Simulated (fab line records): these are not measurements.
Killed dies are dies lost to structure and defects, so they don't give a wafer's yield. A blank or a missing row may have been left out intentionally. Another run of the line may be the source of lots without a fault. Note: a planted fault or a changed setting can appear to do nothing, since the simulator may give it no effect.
A lot that was struck, set against a sound lot -- flow sky130 -- 14 out of 708 route steps
Sound: wafers L601.3, L601.4, L601.6. Wafers struck: L596.1, L596.3, L596.5. At the end, the cause is stated.
Each step with rows lists, per side, the tool, then ch with its chambers, then its first start. Under that, the readings that differ: sound wafers -- struck wafers -- difference of the means -- sigmas: that difference in standard deviations of wafers without a fault.
alike: readings with means less than 2 such deviations apart, plus words and numbers identical on both sides. not compared: withheld readings, readings lacking a value on some wafer, bounds such as >300 that could conceal the same value, and numbers that have no deviation in the record and whose values overlap.
Wherever a step has rows on one side only, a row that says differs or no value, or a row with sigmas, the two part there. When numbers do not overlap yet have no deviation, they are printed without sigmas and do not part them. A reading that every wafer of one side lacks parts them only if that side has two wafers or more.

SKY_POLY_GATE_ETCH_15: etches BARC in N2/H2, stops on SiO2, time 118.5 s, target depth 110 nm.
  sound on rieDiel-01 ch 1,3, day 20 15:10; struck on rieDiel-01 ch 1,2, day 19 01:08
  alike: drypumpMotorCurrentA, h2FlowSccm, n2FlowSccm, oesProductAu, throttleValvePct
  not compared: rfHoursCounterH
SKY_POLY_GATE_ETCH_16: etches Si3N4 in CH3F/O2, stops on poly-Si, time 147.5 s, target depth 75 nm.
  sound on rieDiel-01 ch 1,3, day 20 15:14; struck on rieDiel-01 ch 1,2, day 19 01:13
  alike: O2_flow_sccm, drypumpMotorCurrentA, oesProductAu, throttleValvePct
  not compared: rfHoursCounterH
SKY_POLY_GATE_ETCH_17: etches poly-Si in HBr/Cl2, stops on SiO2, target depth 180 nm, time 70.5 s.
  sound on rieSi-02 ch 1,2,3, day 20 15:20; struck on rieSi-02 ch 0,1, day 19 01:19
  alike: drypumpMotorCurrentA, heBacksideLeakSccm, oesProductAu, throttleValvePct
  not compared: rfHoursCounterH
SKY_POLY_GATE_STRIP_18: strips in O2/N2.
  sound on plasmaAsher-02 ch 0,1, day 20 15:26; struck on plasmaAsher-03 ch 0,1, day 19 01:23
reading,sound,struck,difference,sigmas
stripTimeToEndpointS (s),3.13 2.99 3.10,3.17 3.16 3.15,+0.09,+2
  alike: drypumpMotorCurrentA, n2FlowSccm, oesProductAu
  not compared: rfHoursCounterH
then, 2 steps without rows for these wafers: SKY_POLY_GATE_CLEAN_19 (cleans in SC1/SC2, time 150 s); SKY_POLY_GATE_OXIDATION_20 (stabilise 600 s, purge 300 s, target thk 4 nm).
SKY_POLY_GATE_THK_MEAS_21:
  sound on filmMetro-03 at day 20 17:09; struck on filmMetro-01 at day 19 02:47
  alike: POLY_GATE_OXIDATION_THK
SKY_POLY_GATE_CD_MEAS_22:
  sound on cdSem-01 at day 20 17:15; struck on cdSem-01 at day 19 02:50
  alike: cdNm
then, 4 steps without rows for these wafers: SKY_LDD_N_DEHYDRATE_00 (time 60 s); SKY_LDD_N_HMDS_01 (prime time 60 s); SKY_LDD_N_COAT_02 (resist thk 300 nm); SKY_LDD_N_SOFTBAKE_03 (time 60 s).
SKY_LDD_N_EXPOSE_04: exposes mask NTM, target cd 840 nm.
  sound on ilineStepper-01 ch 0, day 21 09:47; struck on ilineStepper-01 ch 0, day 19 18:35
reading,sound,struck,difference,sigmas
mask,NTM#0 NTM#0 NTM#0,NTM_R1#0 NTM_R1#0 NTM_R1#0,differs,
next, for these wafers, 1 step has no rows: SKY_LDD_N_PEB_05.

== WHERE THEY PART ==
Last at SKY_LDD_N_EXPOSE_04 as far as this record goes, first at SKY_POLY_GATE_STRIP_18.

WHY: the cause the simulator had injected
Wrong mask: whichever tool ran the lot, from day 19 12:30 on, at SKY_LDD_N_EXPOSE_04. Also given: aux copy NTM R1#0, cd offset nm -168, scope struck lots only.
